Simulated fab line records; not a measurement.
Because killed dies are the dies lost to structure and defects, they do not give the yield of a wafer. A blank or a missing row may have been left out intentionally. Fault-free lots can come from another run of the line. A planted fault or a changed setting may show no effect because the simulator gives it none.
Which tool was responsible? | flow sky130 | 72 wafers from 24 lots sampled at 4 of the route's 708 steps

WHAT EACH GAUGE READ, for each wafer
SKY_FIELD_ISO_THK_MEAS_02. Usual: FIELD_ISO_OXIDATION_00_THK 12.07 nm, standard deviation 0.22.
lot  | measured    | on           | FIELD_ISO_OXIDATION_00_THK (nm) | flag
L074 | day 1 12:44 | filmMetro-02 | 12.18 12.25 11.89               | 
L075 | day 1 18:37 | filmMetro-01 | 12.28 12.27 12.24               | 
L076 | day 1 22:17 | filmMetro-02 | 12.15 12.15 12.06               | 
L077 | day 2 03:59 | filmMetro-01 | 11.87 12.02 12.02               | 
L078 | day 2 07:39 | filmMetro-01 | 11.92 11.95 12.06               | 
L079 | day 2 12:38 | filmMetro-01 | 11.91 11.93 11.88               | 
L080 | day 2 17:58 | filmMetro-02 | 12.16 11.90 11.99               | 
L081 | day 2 22:38 | filmMetro-01 | 12.19 11.92 12.14               | 
L082 | day 3 05:25 | filmMetro-02 | 12.10 12.06 11.96               | 
L083 | day 3 08:51 | filmMetro-01 | 11.82 12.02 12.01               | 
L084 | day 3 14:35 | filmMetro-02 | 12.19 11.86 11.90               | 
L085 | day 3 18:52 | filmMetro-04 | 11.88 11.93 11.71               | 
L086 | day 4 01:37 | filmMetro-02 | 11.90 11.90 11.75               | 
L087 | day 4 06:08 | filmMetro-01 | 12.26 12.13 12.31               | 
L088 | day 4 10:27 | filmMetro-04 | 12.09 11.99 12.15               | 
L089 | day 4 14:38 | filmMetro-04 | 12.29 12.11 12.16               | 
L090 | day 4 20:41 | filmMetro-02 | 12.20 12.24 12.20               | 
L091 | day 5 02:01 | filmMetro-02 | 12.04 11.99 12.21               | 
L092 | day 5 09:14 | filmMetro-04 | 11.77 11.83 11.55               | 
L093 | day 5 13:29 | filmMetro-01 | 11.70 12.03 12.03               | 
L094 | day 5 16:58 | filmMetro-02 | 12.52 12.40 12.57               | 
L095 | day 5 20:58 | filmMetro-04 | 11.90 11.83 11.96               | 
L096 | day 6 02:51 | filmMetro-04 | 12.66 12.76 12.41               | 
L097 | day 6 06:38 | filmMetro-04 | 11.90 11.79 11.66               | 

SKY_FIELD_ISO_CD_MEAS_13: target cd 150 nm. Usual: cdNm at 150.4 nm, with a standard deviation of 1.3.
lot  | measured    | on       | cdNm (nm)         | flag
L074 | day 2 04:55 | cdSem-02 | 152.1 152.1 150.3 | 
L075 | day 2 10:30 | cdSem-01 | 152.0 151.2 151.9 | 
L076 | day 2 15:41 | cdSem-01 | 150.8 149.6 149.5 | 
L077 | day 2 20:51 | cdSem-01 | 149.0 148.8 149.3 | 
L078 | day 3 04:22 | cdSem-02 | 151.7 150.5 150.5 | 
L079 | day 3 06:55 | cdSem-02 | 150.0 149.9 150.4 | 
L080 | day 3 11:37 | cdSem-01 | 152.5 150.9 152.8 | 
L081 | day 3 18:15 | cdSem-01 | 151.4 152.2 150.4 | 
L082 | day 3 23:18 | cdSem-02 | 151.9 151.0 150.2 | 
L083 | day 4 03:35 | cdSem-02 | 150.3 149.9 150.9 | 
L084 | day 4 09:07 | cdSem-01 | 152.9 151.4 152.5 | 
L085 | day 4 14:35 | cdSem-01 | 150.3 150.5 150.7 | 
L086 | day 4 21:14 | cdSem-01 | 150.3 150.5 151.7 | 
L087 | day 5 02:01 | cdSem-01 | 151.1 148.6 151.6 | 
L088 | day 5 08:11 | cdSem-02 | 148.8 149.1 150.0 | 
L089 | day 5 10:03 | cdSem-01 | 149.6 148.5 149.8 | 
L090 | day 5 16:08 | cdSem-02 | 148.1 148.2 148.6 | 
L091 | day 5 21:15 | cdSem-01 | 149.9 152.8 152.0 | 
L092 | day 6 06:18 | cdSem-01 | 148.6 149.4 149.5 | 
L093 | day 6 10:43 | cdSem-01 | 150.8 151.1 151.4 | 
L094 | day 6 13:23 | cdSem-01 | 149.9 150.6 149.7 | 
L095 | day 6 17:54 | cdSem-01 | 150.1 149.9 150.3 | 
L096 | day 6 23:50 | cdSem-02 | 148.7 148.2 149.9 | 
L097 | day 7 03:39 | cdSem-02 | 150.1 149.1 148.9 | 

SKY_POLY_GATE_THK_MEAS_04. Usual: POLY_GATE_CVD_03_THK 74.2 nm, standard deviation 0.57.
lot  | measured     | on           | POLY_GATE_CVD_03_THK (nm) | flag
L074 | day 15 01:07 | filmMetro-01 | 74.6 74.7 75.5            | 
L075 | day 15 09:34 | filmMetro-01 | 74.3 74.0 73.9            | 
L076 | day 15 19:38 | filmMetro-01 | 73.8 74.3 74.7            | 
L077 | day 16 10:36 | filmMetro-03 | 74.1 73.7 73.9            | 
L078 | day 16 20:37 | filmMetro-03 | 74.4 74.1 74.1            | 
L079 | day 17 00:06 | filmMetro-03 | 74.7 74.6 74.6            | 
L080 | day 17 10:52 | filmMetro-03 | 74.8 74.9 74.9            | 
L081 | day 17 22:57 | filmMetro-01 | 73.9 73.9 73.9            | 
L082 | day 18 03:46 | filmMetro-03 | 72.8 73.3 73.6            | 
L083 | day 18 18:47 | filmMetro-03 | 74.4 74.5 74.0            | 
L084 | day 18 17:26 | filmMetro-04 | 74.9 75.4 75.9            | 
L085 | day 19 05:17 | filmMetro-03 | 73.7 74.3 73.7            | 
L086 | day 20 04:01 | filmMetro-04 | 74.4 74.8 75.1            | 
L087 | day 20 09:13 | filmMetro-01 | 74.1 74.8 74.2            | 
L088 | day 20 20:25 | filmMetro-04 | 73.3 73.2 73.6            | 
L089 | day 20 18:34 | filmMetro-01 | 73.8 73.6 73.8            | 
L090 | day 21 04:35 | filmMetro-01 | 74.5 75.0 75.0            | 
L091 | day 21 07:25 | filmMetro-03 | 74.2 73.5 73.6            | 
L092 | day 21 22:47 | filmMetro-01 | 73.4 73.6 73.4            | 
L093 | day 22 01:33 | filmMetro-04 | 73.6 73.3 73.9            | 
L094 | day 22 14:28 | filmMetro-03 | 74.9 74.8 74.7            | 
L095 | day 22 17:26 | filmMetro-01 | 73.9 74.3 73.5            | 
L096 | day 23 05:44 | filmMetro-01 | 73.4 74.4 73.5            | 
L097 | day 23 07:58 | filmMetro-03 | 74.4 74.7 74.7            | 

TOOL THAT RAN EACH LOT (tool first, then ch and the chambers of the sampled wafers, then the start)
lot  | SKY_FIELD_ISO_CMP_27
L074 | cmp-01 ch 1,2, day 2 09:08
L075 | cmp-01 ch 1,2,3, day 2 14:19
L076 | cmp-02 ch 0,1, day 2 20:32
L077 | cmp-01 ch 1,2, day 3 02:39
L078 | cmp-02 ch 1,2,3, day 3 10:47
L079 | cmp-01 ch 1,3, day 3 13:04
L080 | cmp-01 ch 0,1, day 3 17:38
L081 | cmp-02 ch 1,2,3, day 4 00:08
L082 | cmp-02 ch 1,2,3, day 4 05:46
L083 | cmp-01 ch 1,2,3, day 4 09:32
L084 | cmp-02 ch 0,1,2, day 4 12:46
L085 | cmp-02 ch 0,1,3, day 4 18:40
L086 | cmp-02 ch 1,2, day 5 03:34
L087 | cmp-02 ch 0,2,3, day 5 12:04
L088 | cmp-01 ch 1,2, day 5 15:02
L089 | cmp-02 ch 1,2, day 5 15:02
L090 | cmp-02 ch 0,2,3, day 5 22:28
L091 | cmp-01 ch 0,1,3, day 6 01:20
L092 | cmp-01 ch 0,1, day 6 09:48
L093 | cmp-01 ch 0,1,3, day 6 15:03
L094 | cmp-01 ch 0,3, day 6 16:51
L095 | cmp-02 ch 0,1,2, day 6 23:38
L096 | cmp-01 ch 1,2,3, day 7 03:35
L097 | cmp-02 ch 0,1,2, day 7 08:17
- SKY_FIELD_ISO_CMP_27: polishes, stops on Si3N4, t overpolish 16 s, target thk 457.8 nm.

AS READ BY THE TOOLS THEMSELVES (means over the sampled wafers that have a number; for cases with no such wafer, the mark the record gives instead)
SKY_FIELD_ISO_CMP_27. Usual: motorCurrentA 12.2 A, standard deviation 1; overpolishRunS 16.002 s, standard deviation 0.0095; timeToEndpointS 114 s, standard deviation 4.8.
lot  | tool   | motorCurrentA (A) | overpolishRunS (s) | timeToEndpointS (s) | flag
L074 | cmp-01 | 12.0              | 15.995             | 117                 | 
L075 | cmp-01 | 12.0              | 16.007             | 116                 | 
L076 | cmp-02 | 12.2              | 16.002             | 116                 | 
L077 | cmp-01 | 11.7              | 16.001             | 118                 | 
L078 | cmp-02 | 13.0              | 15.997             | 109                 | 
L079 | cmp-01 | 12.7              | 15.996             | 114                 | 
L080 | cmp-01 | 12.2              | 16.002             | 115                 | 
L081 | cmp-02 | 12.7              | 16.006             | 112                 | 
L082 | cmp-02 | 12.8              | 16.003             | 117                 | 
L083 | cmp-01 | 12.0              | 15.994             | 114                 | 
L084 | cmp-02 | 12.5              | 16.006             | 113                 | 
L085 | cmp-02 | 12.1              | 16.003             | 109                 | 
L086 | cmp-02 | 13.6              | 16.010             | 111                 | 
L087 | cmp-02 | 11.9              | 15.990             | 110                 | 
L088 | cmp-01 | 12.2              | 16.005             | 119                 | 
L089 | cmp-02 | 13.6              | 16.000             | 108                 | 
L090 | cmp-02 | 12.0              | 16.003             | 106                 | 
L091 | cmp-01 | 12.4              | 16.000             | 121                 | 
L092 | cmp-01 | 11.6              | 16.002             | 119                 | 
L093 | cmp-01 | 12.1              | 16.007             | 118                 | 
L094 | cmp-01 | 12.1              | 15.995             | 120                 | 
L095 | cmp-02 | 12.7              | 16.012             | 116                 | 
L096 | cmp-01 | 12.0              | 16.004             | 117                 | 
L097 | cmp-02 | 12.7              | 15.998             | 114                 | 

THE ANSWER, worked out from the rows above alone
Rule: take the mean of a lot's wafers that have a number; if it is more than 3 standard deviations from the usual mean, the lot is off. Also off: a lot with no number at a reading for which 4 or more lots have one. Any other lot the step has rows for is counted as sound. The gauges are gone through in route order, then the tools' own readings, and for those a lot's mean is taken as printed above. At the first step where some lot is off, the reading lying furthest off is the one used; lots without a number count as furthest.
None of the lots is off at any reading shown; this tells nothing.

WHAT THE SIMULATOR PUT IN
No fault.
